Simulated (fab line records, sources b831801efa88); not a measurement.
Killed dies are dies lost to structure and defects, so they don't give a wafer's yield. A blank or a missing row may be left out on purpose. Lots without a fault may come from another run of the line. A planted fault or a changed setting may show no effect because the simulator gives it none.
Chamber matching | flow gf180mcu | GF_V2_CMP_04 on cmp-01: 4 sister chambers
The step polishes SiO2. 18 wafers are shown with their chamber, then 9 later ones without.

WAFERS WITH THEIR CHAMBER
wafer  | chamber | motor_current_A (A) | time_to_endpoint_s (s)
L766.1 | 1       | 11.3                | 81
L766.2 | 3       | 10.0                | 74
L766.5 | 0       | 10.5                | 85
L767.2 | 1       | 11.2                | 81
L767.3 | 2       | 11.1                | 90
L767.4 | 3       | 10.0                | 80
L777.1 | 1       | 11.2                | 73
L777.3 | 2       | 11.3                | 79
L777.5 | 0       | 11.6                | 79
L779.2 | 3       | 9.3                 | 70
L779.4 | 1       | 11.4                | 80
L779.6 | 3       | 9.6                 | 75
L782.1 | 2       | 11.6                | 87
L782.4 | 0       | 10.8                | 96
L782.6 | 3       | 10.1                | 77
L783.3 | 3       | 10.1                | 71
L783.5 | 3       | 10.2                | 79
L783.6 | 2       | 11.5                | 90

SIGNATURES (means of the wafers above)
reading            | chamber 0 | chamber 1 | chamber 2 | chamber 3 | scatter within a chamber
motor_current_A    | 10.967    | 11.275    | 11.375    | 9.900     | 0.323
time_to_endpoint_s | 86.67     | 78.75     | 86.50     | 75.14     | 5.08
Rule: a wafer's distance from a chamber is the root of the sum, over the readings, of the square of ((its reading less the chamber's mean) divided by the reading's scatter). The wafer belongs to the nearest chamber; if the next one is less than 2 further off, it can't be placed. The scatter: the root of (the sum of the squares of (reading less its chamber's mean) over the shown wafers, divided by (wafers less chambers)).

WAFERS WITHOUT THEIR CHAMBER
wafer  | motor_current_A (A) | time_to_endpoint_s (s)
L784.1 | 11.0                | 82
L784.3 | 11.2                | 76
L784.4 | 11.7                | 90
L785.2 | 11.6                | 79
L785.3 | 9.8                 | 80
L785.4 | 11.4                | 84
L789.2 | 11.4                | 80
L789.5 | 11.2                | 87
L789.6 | 10.6                | 77

WHICH CHAMBER EACH WENT THROUGH
wafer  | from the rows above               | in truth
L784.1 | can't be placed: 0 or 1 or 2      | 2
L784.3 | can't be placed: 1 or 2 or 0      | 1
L784.4 | can't be placed: 2 or 0 or 1      | 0
L785.2 | can't be placed: 1 or 2 or 0      | 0
L785.3 | 3                                 | 3
L785.4 | can't be placed: 2 or 1 or 0      | 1
L789.2 | can't be placed: 1 or 2 or 0      | 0
L789.5 | can't be placed: 2 or 0 or 1      | 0
L789.6 | can't be placed: 1 or 3 or 0 or 2 | 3
Placed correctly: 1 of 9. Can't be placed from these rows: 8 (the true chamber is among the candidates in 8). Placed wrongly: 0.
